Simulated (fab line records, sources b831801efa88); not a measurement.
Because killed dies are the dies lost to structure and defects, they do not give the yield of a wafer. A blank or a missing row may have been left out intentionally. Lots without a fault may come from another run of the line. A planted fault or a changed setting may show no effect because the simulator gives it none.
fab line records	flow sky130
record lots=11	wafers=33	last_day=50
route steps=708 shown VIA3@597 METAL4@601 CAP2M@607 VIA4@651 PAD_OPEN@708
lots that met no fault: taken from a fault-free run of the same line
start_h: hours from the record's first day to the start of the lot's first wafer shown	wait_h: hours since the lot's step before	" as in the row above	L1.1+2: one row covering several wafers at once	- value missing, or start not given	* or withheld: withheld	< > ~ a bound
route shown NAME@n: a module of which the file shows steps, and the number in the route of the first	usual: mean and standard deviation over wafers with no fault	same: alike in all rows	chamber/n: place in a boat	sites: each site's reading	_std_site: their standard deviation	_edge_site: the outer-site mean with the inner-site mean subtracted	radius_mm: how far each site lies from the wafer's centre	mask NAME#n: copy n	behind: the tool/chamber that last shaped the wafer	hold: the reason the lot was held/the length of the hold in hours/how it ended	device: which transistor (n, p or np) failed to switch	end of line: at the end of the route, the tests of the same wafers	a step given without rows: its recipe and nothing more	killed: at the first sort, the dies lost to defects and structure; wafer yield is something else	map: per-die view of a wafer (x killed, . not killed, _ where there is no die)
set.NAME: the setting that was run; set.NAME@STEP: the one run at that earlier step	model.NAME: the simulator's own value behind a step, which no gauge read
one table for each step of the route and one row for each wafer, over a sample of lots
services: a tool's chamber out of use, with start hour (start_h, from the record's first day; less than 0 if before it), hours out, and reason
## steps
# step SKY_VIA3_CMP_24
# recipe stop_on=SiO2	t_overpolish_s=20	down_force_psi=3.5	platen_rpm=60	target_thk_nm=0	pad_velocity_m_s=0.94248
# usual motor_current_A=10.8/1.1	overpolish_run_s=19.999/0.0091	time_to_endpoint_s=94/4.5
lot.wafer	tool	chamber	start_h	wait_h	motor_current_A	overpolish_run_s	time_to_endpoint_s
L239.4	cmp-01	2	947.70	0.1	10.6	19.998	96
L239.6	"	0	"	"	9.7	20.006	89
L239.5	"	1	"	"	11.8	20.015	94
L243.3	cmp-02	2	978.63	0.1	12.4	20.012	101
L243.1	"	0	"	"	8.9	20.000	100
L243.5	"	1	"	"	11.4	19.994	100
L244.1	cmp-02	3	985.44	0.1	12.1	19.992	89
L244.3	"	0	"	"	8.2	20.001	94
L244.2	"	1	"	"	11.8	19.984	92
L245.3	cmp-02	2	991.14	0.0	12.2	19.986	97
L245.1	"	0	"	"	8.4	20.006	95
L245.2	"	1	"	"	11.1	20.010	98
L247.1	cmp-01	2	1005.80	0.1	11.5	20.003	94
L247.3	"	0	"	"	10.0	20.016	87
L247.4	"	1	"	"	11.8	19.995	86
L252.2	cmp-02	1	1028.51	0.1	11.0	20.003	97
L252.5	"	3	"	"	11.6	20.001	87
L252.6	"	0	"	"	8.9	19.981	99
L253.2	cmp-01	1	1044.75	0.1	12.3	19.996	89
L253.5	"	3	"	"	9.5	19.995	99
L253.6	"	0	"	"	10.3	20.005	93
L255.1	cmp-01	2	1053.54	0.1	10.6	20.006	102
L255.6	"	2	"	"	11.4	20.012	98
L255.5	"	3	"	"	10.2	19.996	98
L256.3	cmp-01	1	1059.31	0.1	11.7	20.006	89
L256.2	"	2	"	"	11.3	20.000	96
L256.5	"	1	"	"	11.2	20.010	90
L259.1	cmp-02	3	1084.21	0.1	12.0	20.002	89
L259.3	"	1	"	"	11.5	19.996	97
L259.5	"	3	"	"	11.3	19.994	85
L260.2	cmp-02	1	1087.80	0.1	11.0	20.003	95
L260.3	"	3	"	"	12.0	20.011	89
L260.5	"	1	"	"	11.8	19.981	95
# step SKY_METAL4_SPUTTER_03
# recipe material=Ti	target_thk_nm=5	power_w=3000	time_s=3.3	chamber_pressure_pa=0.4
# usual throttle_valve_pct=29.8/1.3
lot.wafer	tool	chamber	start_h	wait_h	throttle_valve_pct
L239.4	pvd_sputter-03	-	947.98	0.0	29.5
L239.5	"	-	"	"	32.4
L239.6	"	-	"	"	31.2
L243.1	pvd_sputter-01	-	978.97	0.0	29.4
L243.3	"	-	"	"	30.4
L243.5	"	-	"	"	28.9
L244.1	pvd_sputter-03	-	985.77	0.0	31.5
L244.2	"	-	"	"	32.1
L244.3	"	-	"	"	29.9
L245.1	pvd_sputter-02	-	991.53	0.0	29.8
L245.2	"	-	"	"	29.3
L245.3	"	-	"	"	27.3
L247.1	pvd_sputter-02	-	1006.18	0.0	29.7
L247.3	"	-	"	"	31.0
L247.4	"	-	"	"	29.3
L252.2	pvd_sputter-02	-	1028.80	0.0	27.4
L252.5	"	-	"	"	29.6
L252.6	"	-	"	"	29.4
L253.2	pvd_sputter-02	-	1045.03	0.0	29.2
L253.5	"	-	"	"	29.6
L253.6	"	-	"	"	31.1
L255.1	pvd_sputter-02	-	1053.93	0.0	30.9
L255.5	"	-	"	"	29.7
L255.6	"	-	"	"	31.0
L256.2	pvd_sputter-02	-	1059.65	0.0	31.0
L256.3	"	-	"	"	29.6
L256.5	"	-	"	"	27.5
L259.1	pvd_sputter-03	-	1084.55	0.0	29.5
L259.3	"	-	"	"	29.8
L259.5	"	-	"	"	29.8
L260.2	pvd_sputter-03	-	1088.14	0.0	32.4
L260.3	"	-	"	"	31.5
L260.5	"	-	"	"	32.3
# step SKY_CAP2M_THK_MEAS_04
# recipe thk_meas_gauge=xrf	reads=TiN_of_CAP2M_SPUTTER_02
# usual CAP2M_TIN_THK=200/3.5
lot.wafer	tool	chamber	start_h	wait_h	CAP2M_TIN_THK[nm]
L239.4	film_metro-01	-	948.39	0.1	199
L239.5	"	-	"	"	196
L239.6	"	-	"	"	196
L243.1	film_metro-01	-	979.35	0.1	198
L243.3	"	-	"	"	196
L243.5	"	-	"	"	197
L244.1	film_metro-01	-	986.15	0.1	201
L244.2	"	-	"	"	195
L244.3	"	-	"	"	203
L245.1	film_metro-02	-	991.91	0.1	208
L245.2	"	-	"	"	205
L245.3	"	-	"	"	203
L247.1	film_metro-02	-	1006.56	0.1	201
L247.3	"	-	"	"	200
L247.4	"	-	"	"	196
L252.2	film_metro-02	-	1029.18	0.1	204
L252.5	"	-	"	"	203
L252.6	"	-	"	"	202
L253.2	film_metro-02	-	1045.42	0.1	199
L253.5	"	-	"	"	201
L253.6	"	-	"	"	201
L255.1	film_metro-04	-	1054.31	0.1	206
L255.5	"	-	"	"	207
L255.6	"	-	"	"	204
L256.2	film_metro-04	-	1060.05	0.1	206
L256.3	"	-	"	"	201
L256.5	"	-	"	"	198
L259.1	film_metro-04	-	1084.92	0.1	202
L259.3	"	-	"	"	196
L259.5	"	-	"	"	201
L260.2	film_metro-02	-	1088.53	0.1	204
L260.3	"	-	"	"	202
L260.5	"	-	"	"	202
# step SKY_VIA4_ETCH_12
# recipe target=SiO2	chemistry=C4F8/O2/Ar	stop_on=TiN	mask_material=NOVOLAK	source_w=1500	bias_w=1200	pressure_mtorr=40	c4f8_flow_sccm=withheld	O2_flow_sccm=6	Ar_flow_sccm=300	time_s=withheld	target_depth_a=5800
# usual bias_w=1200/3.4	chamber_pressure_mTorr=40.00/0.038	oes_product_au=0.926/0.0049
lot.wafer	tool	chamber	start_h	wait_h	bias_w	chamber_pressure_mTorr	oes_product_au
L239.4	rie_diel-03	0	1020.90	0.0	1202	39.96	0.916
L239.5	"	0	"	"	1200	39.99	0.927
L239.6	"	3	"	"	1201	39.94	0.918
L243.1	rie_diel-02	2	1050.32	0.0	-	-	-
L243.3	"	1	"	"	-	-	-
L243.5	"	2	"	"	-	-	-
L244.1	rie_diel-04	0	1056.71	0.0	-	-	-
L244.2	"	1	"	"	-	-	-
L244.3	"	2	"	"	-	-	-
L245.1	rie_diel-02	3	1061.50	0.0	-	-	-
L245.2	"	0	"	"	-	-	-
L245.3	"	2	"	"	-	-	-
L247.1	rie_diel-04	3	1075.06	0.0	1193	40.03	0.922
L247.3	"	1	"	"	1203	40.05	0.919
L247.4	"	0	"	"	1198	39.98	0.931
L252.2	rie_diel-04	1	1095.66	0.0	1198	39.91	0.927
L252.5	"	2	"	"	1203	40.01	0.929
L252.6	"	1	"	"	1199	40.05	0.925
L253.2	rie_diel-02	3	1110.12	0.0	1203	40.03	0.938
L253.5	"	1	"	"	1200	39.93	0.924
L253.6	"	0	"	"	1198	39.99	0.934
L255.1	rie_diel-04	2	1117.82	0.0	1197	40.01	0.929
L255.5	"	2	"	"	1201	40.02	0.922
L255.6	"	1	"	"	1204	40.00	0.929
L256.2	rie_diel-04	3	1123.62	0.0	1198	39.99	0.918
L256.3	"	2	"	"	1201	39.97	0.923
L256.5	"	0	"	"	1199	39.97	0.924
L259.1	rie_diel-02	2	1147.22	0.0	1201	39.94	0.930
L259.3	"	1	"	"	1196	40.00	0.926
L259.5	"	3	"	"	1201	40.03	0.929
L260.2	rie_diel-03	3	1148.92	0.0	1203	39.99	0.919
L260.3	"	1	"	"	1199	39.97	0.925
L260.5	"	0	"	"	1207	39.94	0.922
# step SKY_VIA4_STRIP_13
# recipe chemistry=O2/N2	power_w=1400	pressure_mtorr=1500	platen_temp_c=withheld	o2_flow_sccm=3000	n2_flow_sccm=300	overash_fraction=0.5
# usual drypump_motor_current_A=6.1/0.78	n2_flow_sccm=300.1/0.94	oes_product_au=0.709/0.0048	strip_time_to_endpoint_s=12.808/0.026
lot.wafer	tool	chamber	start_h	wait_h	drypump_motor_current_A	n2_flow_sccm	oes_product_au	rf_hours_counter_h	strip_time_to_endpoint_s
L239.4	plasma_asher-03	1	1021.00	-	6.7	301.8	0.711	-	12.838
L239.5	"	0	"	"	6.5	300.1	0.706	-	12.826
L239.6	"	1	"	"	6.7	301.0	0.714	-	12.831
L243.1	plasma_asher-03	1	1050.39	-	6.7	299.6	0.715	34	14.209
L243.3	"	1	"	"	6.7	299.7	0.707	-	14.192
L243.5	"	1	"	"	6.7	299.3	0.719	-	14.189
L244.1	plasma_asher-03	0	1056.79	-	6.5	300.5	0.715	34	14.185
L244.2	"	1	"	"	6.7	300.5	0.717	34	14.178
L244.3	"	0	"	"	6.5	300.1	0.711	-	14.184
L245.1	plasma_asher-04	0	1061.57	-	6.4	300.6	0.719	83	14.198
L245.2	"	1	"	"	4.7	299.2	0.711	83	14.163
L245.3	"	0	"	"	6.4	301.4	0.717	-	14.194
L247.1	plasma_asher-02	0	1075.13	-	4.8	300.5	0.717	1	12.782
L247.3	"	1	"	"	5.1	301.2	0.711	-	12.840
L247.4	"	0	"	"	4.8	299.2	0.703	-	12.798
L252.2	plasma_asher-03	0	1095.74	-	6.5	298.9	0.710	38	12.779
L252.5	"	0	"	"	6.5	301.0	0.718	-	12.772
L252.6	"	1	"	"	6.7	299.8	0.706	-	12.817
L253.2	plasma_asher-04	1	1110.19	-	4.7	297.9	0.709	88	12.801
L253.5	"	1	"	"	4.7	300.1	0.707	-	12.780
L253.6	"	0	"	"	6.3	300.4	0.708	-	12.772
L255.1	plasma_asher-03	1	1117.89	-	6.7	299.4	0.718	41	12.838
L255.5	"	0	"	"	6.5	300.0	0.710	-	12.793
L255.6	"	1	"	"	6.7	300.2	0.717	-	12.795
L256.2	plasma_asher-03	0	1123.69	-	6.5	300.4	0.706	42	12.857
L256.3	"	1	"	"	6.7	301.6	0.719	-	12.851
L256.5	"	0	"	"	6.5	297.9	0.717	-	12.843
L259.1	plasma_asher-04	0	1147.29	-	6.3	300.9	0.711	92	12.762
L259.3	"	0	"	"	6.3	301.3	0.709	-	12.781
L259.5	"	0	"	"	6.3	300.6	0.706	-	12.791
L260.2	plasma_asher-02	1	1148.99	-	5.1	299.1	0.713	5	12.788
L260.3	"	1	"	"	5.1	300.5	0.708	-	12.764
L260.5	"	0	"	"	4.8	298.2	0.702	-	12.839
# step SKY_PAD_OPEN_PROBE_99
# usual defect_limited_yield=82.9/2.2	killed_at_M0_to_M3=42/7	killed_at_M4_up=2.8/1.8	killed_at_contacts=24/5.8	killed_at_front_end=15/4.8	killed_at_other=0.3/0.56	killed_dies=84/11	killed_on_rim=17/4.2	killed_open=46/7.8	killed_short=38/6.3	sort_bin_3_pad_short=0.8/0.43	sort_bin_5_function=10.2/1.6	sort_bin_6_memory=6.0/1.1	sort_n_pass=408/11	sort_yield_pct=82.9/2.2
# same gross_dies=492	killed_at_back_side=0	sort_bin_4_leakage[%]=0	sort_bin_8_speed[%]=0
lot.wafer	tool	chamber	start_h	wait_h	hold	defect_limited_yield[%]	killed_at_M0_to_M3	killed_at_M4_up	killed_at_contacts	killed_at_front_end	killed_at_other	killed_dies	killed_on_rim	killed_open	killed_short	sort_bin_3_pad_short[%]	sort_bin_5_function[%]	sort_bin_6_memory[%]	sort_n_pass	sort_yield_pct[%]
L239.4	prober-01	-	1090.97	0.2	-	87.0	33	7	17	7	0	64	14	31	33	0.6	7.5	4.9	428	87.0
L239.5	prober-01	-	1091.02	0.2	-	83.7	43	2	17	17	1	80	18	42	38	1.0	10.0	5.3	412	83.7
L239.6	prober-01	-	1091.07	0.2	-	82.9	42	6	24	12	0	84	19	42	42	1.2	10.4	5.5	408	82.9
L243.1	prober-01	-	1119.39	0.1	await_dispo/1.7h/scrap	0	33	425	20	14	0	492	96	36	32	0.6	95.3	4.1	0	0
L243.3	prober-01	-	1119.49	0.2	await_dispo/1.7h/scrap	0	41	414	30	7	0	492	96	45	35	0.8	92.7	6.5	0	0
L243.5	prober-01	-	1119.59	0.2	await_dispo/1.7h/scrap	0	35	413	31	13	0	492	96	45	36	1.2	92.9	5.9	0	0
L244.1	prober-02	-	1122.90	0.1	await_dispo/3.2h/scrap	0	56	399	22	15	0	492	96	57	37	1.0	92.9	6.1	0	0
L244.2	prober-02	-	1122.95	0.1	await_dispo/3.2h/scrap	0	34	415	25	18	0	492	96	53	28	0.6	94.5	4.9	0	0
L244.3	prober-02	-	1123.00	0.2	await_dispo/3.2h/scrap	0	35	413	32	12	0	492	96	42	39	0.6	93.5	5.9	0	0
L245.1	prober-01	-	1127.05	0.1	await_dispo/2.5h/scrap	0	44	415	18	14	1	492	96	48	30	0.6	93.3	6.1	0	0
L245.2	prober-01	-	1127.10	0.1	await_dispo/2.5h/scrap	0	47	416	22	6	1	492	96	43	33	0.4	94.1	5.5	0	0
L245.3	prober-01	-	1127.15	0.2	await_dispo/2.5h/scrap	0	54	395	23	18	2	492	96	60	39	0.4	92.1	7.5	0	0
L252.2	prober-02	-	1158.78	0.1	-	79.1	57	0	30	16	0	103	21	56	47	1.8	13.0	6.1	389	79.1
L252.5	prober-02	-	1158.93	0.2	-	84.3	40	1	19	17	0	77	12	38	39	0.8	8.1	6.7	415	84.3
L252.6	prober-02	-	1158.98	0.2	-	82.3	45	3	21	18	0	87	22	45	42	1.2	11.0	5.5	405	82.3
L253.2	prober-01	-	1170.64	0.1	-	80.7	47	4	30	14	0	95	22	47	47	1.8	12.4	5.1	397	80.7
L253.5	prober-01	-	1170.79	0.2	-	83.5	39	2	24	16	0	81	11	41	40	0.8	9.8	5.9	411	83.5
L253.6	prober-01	-	1170.84	0.2	-	86.2	40	2	16	10	0	68	7	38	29	0.6	7.5	5.7	424	86.2
L255.1	prober-01	-	1177.52	0.1	-	79.9	47	5	31	16	0	99	24	59	40	1.6	10.8	7.7	393	79.9
L255.5	prober-01	-	1177.72	0.2	-	85.8	29	3	28	10	0	70	15	43	27	0.8	8.7	4.7	422	85.8
L255.6	prober-01	-	1177.77	0.2	-	84.6	35	2	24	15	0	76	13	46	29	0.2	8.9	6.3	416	84.6
L256.2	prober-02	-	1182.40	0.1	-	80.1	45	0	26	27	0	98	23	61	37	0.8	12.2	6.9	394	80.1
L256.3	prober-02	-	1182.45	0.2	-	81.7	38	2	29	21	0	90	19	53	37	0.4	10.8	7.1	402	81.7
L256.5	prober-02	-	1182.55	0.2	-	82.3	41	1	25	20	0	87	20	53	34	1.4	10.0	6.3	405	82.3
# killed by level:class
L239.4 VIA3:geometric_particle:open=9 METAL2:geometric_particle:short=6 LI_CONTACT:geometric_particle:open=6 METAL4:geometric_particle:short=6 VIA1:geometric_particle:short=5 CONTACT:geometric_particle:short=4 METAL1:geometric_particle:short=4 LOCAL_INTERCONNECT:geometric_particle:short=3
L239.5 METAL2:geometric_particle:short=10 LI_CONTACT:geometric_particle:open=8 VIA3:geometric_particle:open=8 VIA1:geometric_particle:open=6 VIA2:geometric_particle:open=6 POLY_GATE:geometric_particle:open=5 FIELD_ISO:geometric_particle:short=4 METAL1:geometric_particle:short=4
L239.6 VIA3:geometric_particle:open=10 VIA1:geometric_particle:open=8 CONTACT:geometric_particle:open=7 LI_CONTACT:geometric_particle:open=6 LOCAL_INTERCONNECT:geometric_particle:short=6 METAL2:geometric_particle:short=6 VIA3:geometric_particle:short=5 METAL4:geometric_particle:short=5
L243.1 VIA4:area_etch=424 VIA1:geometric_particle:open=9 POLY_GATE:geometric_particle:open=6 METAL2:geometric_particle:short=6 LI_CONTACT:geometric_particle:open=5 CONTACT:geometric_particle:open=5 FIELD_ISO:geometric_particle:short=4 CONTACT:geometric_particle:short=4
L243.3 VIA4:area_etch=412 VIA1:geometric_particle:open=18 CONTACT:geometric_particle:open=9 LI_CONTACT:geometric_particle:open=7 CONTACT:geometric_particle:short=7 LOCAL_INTERCONNECT:geometric_particle:short=5 METAL2:geometric_particle:short=5 METAL1:geometric_particle:short=4
L243.5 VIA4:area_etch=411 CONTACT:geometric_particle:open=10 LI_CONTACT:geometric_particle:open=10 METAL1:geometric_particle:short=9 VIA1:geometric_particle:open=9 LI_CONTACT:geometric_particle:short=6 POLY_GATE:geometric_particle:open=5 FIELD_ISO:geometric_particle:short=4
L244.1 VIA4:area_etch=398 VIA1:geometric_particle:open=17 VIA2:geometric_particle:open=9 CONTACT:geometric_particle:open=7 LI_CONTACT:geometric_particle:open=6 METAL1:geometric_particle:short=6 VIA3:geometric_particle:open=6 CONTACT:geometric_particle:short=5
L244.2 VIA4:area_etch=411 VIA1:geometric_particle:open=11 VIA2:geometric_particle:open=10 CONTACT:geometric_particle:open=9 LI_CONTACT:geometric_particle:open=8 CONTACT:geometric_particle:short=6 FIELD_ISO:geometric_particle:open=5 FIELD_ISO:geometric_particle:short=3
L244.3 VIA4:area_etch=411 CONTACT:geometric_particle:open=12 VIA1:geometric_particle:open=9 VIA2:geometric_particle:open=8 LI_CONTACT:geometric_particle:short=6 VIA1:geometric_particle:short=6 LI_CONTACT:geometric_particle:open=5 LOCAL_INTERCONNECT:geometric_particle:short=5
L245.1 VIA4:area_etch=413 VIA1:geometric_particle:open=14 LI_CONTACT:geometric_particle:open=6 VIA2:geometric_particle:open=6 VIA3:geometric_particle:open=6 CONTACT:geometric_particle:open=5 METAL2:geometric_particle:short=5 FIELD_ISO:geometric_particle:open=4
L245.2 VIA4:area_etch=415 VIA1:geometric_particle:open=11 VIA3:geometric_particle:open=9 LI_CONTACT:geometric_particle:open=7 CONTACT:geometric_particle:open=6 METAL2:geometric_particle:short=6 LI_CONTACT:geometric_particle:short=5 VIA1:geometric_particle:short=5
L245.3 VIA4:area_etch=392 VIA1:geometric_particle:open=14 CONTACT:geometric_particle:open=11 VIA3:geometric_particle:open=9 METAL1:geometric_particle:short=7 VIA1:geometric_particle:short=7 LI_CONTACT:geometric_particle:open=6 FIELD_ISO:geometric_particle:open=5
L252.2 VIA1:geometric_particle:open=17 VIA2:geometric_particle:open=7 VIA3:geometric_particle:open=7 CONTACT:geometric_particle:short=7 VIA1:geometric_particle:short=7 LOCAL_INTERCONNECT:geometric_particle:short=6 POLY_GATE:geometric_particle:open=6 CONTACT:geometric_particle:open=6
L252.5 VIA1:geometric_particle:short=9 LI_CONTACT:geometric_particle:open=8 FIELD_ISO:geometric_particle:short=7 VIA1:geometric_particle:open=6 VIA2:geometric_particle:open=5 VIA3:geometric_particle:open=5 FIELD_ISO:geometric_particle:open=4 CONTACT:geometric_particle:open=4
L252.6 VIA1:geometric_particle:open=12 CONTACT:geometric_particle:open=9 METAL1:geometric_particle:short=7 FIELD_ISO:geometric_particle:short=6 VIA2:geometric_particle:open=6 POLY_GATE:geometric_particle:short=5 VIA3:geometric_particle:open=5 FIELD_ISO:geometric_particle:open=4
L253.2 VIA1:geometric_particle:open=14 LOCAL_INTERCONNECT:geometric_particle:short=10 CONTACT:geometric_particle:open=9 VIA2:geometric_particle:short=6 LI_CONTACT:geometric_particle:open=6 VIA3:geometric_particle:open=6 METAL2:geometric_particle:short=5 FIELD_ISO:geometric_particle:short=3
L253.5 CONTACT:geometric_particle:open=8 VIA1:geometric_particle:open=8 LOCAL_INTERCONNECT:geometric_particle:short=6 VIA2:geometric_particle:open=6 POLY_GATE:geometric_particle:open=5 POLY_GATE:geometric_particle:short=5 METAL1:geometric_particle:short=5 VIA3:geometric_particle:open=5
L253.6 VIA1:geometric_particle:open=11 CONTACT:geometric_particle:short=7 LI_CONTACT:geometric_particle:open=5 VIA1:geometric_particle:short=5 VIA3:geometric_particle:open=5 VIA3:geometric_particle:short=4 METAL2:geometric_particle:short=4 SPACER:geometric_particle:open=3
L255.1 VIA1:geometric_particle:open=14 LI_CONTACT:geometric_particle:open=10 VIA2:geometric_particle:open=10 CONTACT:geometric_particle:short=7 CONTACT:geometric_particle:open=6 VIA3:geometric_particle:open=6 FIELD_ISO:geometric_particle:open=4 POLY_GATE:geometric_particle:open=4
L255.5 LI_CONTACT:geometric_particle:open=9 CONTACT:geometric_particle:open=9 VIA1:geometric_particle:open=7 VIA3:geometric_particle:open=5 LOCAL_INTERCONNECT:geometric_particle:short=5 METAL2:geometric_particle:short=4 POLY_GATE:geometric_particle:open=3 LI_CONTACT:geometric_particle:short=3
L255.6 VIA1:geometric_particle:open=13 VIA2:geometric_particle:open=11 LI_CONTACT:geometric_particle:open=7 CONTACT:geometric_particle:open=6 CONTACT:geometric_particle:short=5 FIELD_ISO:geometric_particle:open=4 POLY_GATE:geometric_particle:short=4 LOCAL_INTERCONNECT:geometric_particle:short=4
L256.2 LI_CONTACT:geometric_particle:open=10 POLY_GATE:geometric_particle:open=8 CONTACT:geometric_particle:open=8 POLY_GATE:geometric_particle:short=7 VIA1:geometric_particle:open=7 VIA2:geometric_particle:open=7 FIELD_ISO:geometric_particle:open=6 CONTACT:geometric_particle:short=5
L256.3 CONTACT:geometric_particle:open=13 VIA1:geometric_particle:open=13 CONTACT:geometric_particle:short=7 FIELD_ISO:geometric_particle:short=6 LI_CONTACT:geometric_particle:open=6 VIA3:geometric_particle:open=6 VIA1:geometric_particle:short=5 VIA2:geometric_particle:short=5
L256.5 VIA3:geometric_particle:open=9 CONTACT:geometric_particle:open=8 LI_CONTACT:geometric_particle:open=7 VIA1:geometric_particle:open=7 POLY_GATE:geometric_particle:open=6 VIA2:geometric_particle:open=6 FIELD_ISO:geometric_particle:open=5 FIELD_ISO:geometric_particle:short=5
## services
tool	chamber	start_h	hours	kind
rie_diel-02	2	930.38	1.9	repair
cmp-01	-	938.92	1.6	repair
pvd_sputter-02	-	943.68	0.5	repair
plasma_asher-04	-	946.41	72.2	repair
cmp-01	-	950.98	0.6	repair
rie_diel-04	-	956.11	2.8	pm
rie_diel-03	1	959.38	1.4	repair
rie_diel-02	1	965.91	11.0	repair
cmp-02	-	989.11	1.9	repair
cmp-02	-	998.26	1.9	repair
cmp-01	-	1010.52	3.5	repair
rie_diel-04	3	1011.04	9.5	repair
rie_diel-02	-	1027.90	0.2	repair
rie_diel-02	3	1028.47	8.3	repair
cmp-01	-	1050.00	1.0	repair
rie_diel-04	-	1055.73	0.3	repair
cmp-01	-	1085.77	4.0	pm
plasma_asher-03	-	1088.90	2.8	pm
cmp-01	-	1104.03	7.7	pm
cmp-02	-	1108.32	0.5	repair
cmp-02	-	1112.60	7.7	repair
cmp-02	-	1117.47	1.4	repair
rie_diel-04	-	1130.68	1.6	repair
cmp-01	-	1132.41	1.1	repair
## key
first_sign step=SKY_VIA4_ETCH_12	reading=tool_record	direction=missing
effect step=SKY_VIA4_STRIP_13	reading=strip_time_to_endpoint_s	direction=up	sigmas=53	usual=*	struck=*
effect step=SKY_PAD_OPEN_PROBE_99	reading=killed_at_M4_up	direction=up	sigmas=99+	usual=2.8	struck=411.7
more_kills_born_at SKY_VIA4_ETCH_12@rie_diel-02=2467	SKY_VIA4_ETCH_12@rie_diel-04=1220
met_at SKY_VIA4_ETCH_12
struck_lots L243,L244,L245
later_rows_left_out L243.1,L243.3,L243.5,L244.1,L244.2,L244.3,L245.1,L245.2,L245.3
not_acting_at SKY_VIA3_CMP_24,SKY_METAL4_SPUTTER_03,SKY_CAP2M_THK_MEAS_04
fault kind=skipped_step_whole	tool=rie_diel-02,rie_diel-04	chamber=-	onset_h=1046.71	steps=SKY_VIA4_ETCH_12	scope=struck_lots_only
# later_rows_left_out: the simulator's readings of these wafers behind a module that went badly wrong aren't trusted and aren't shown, but for the sort
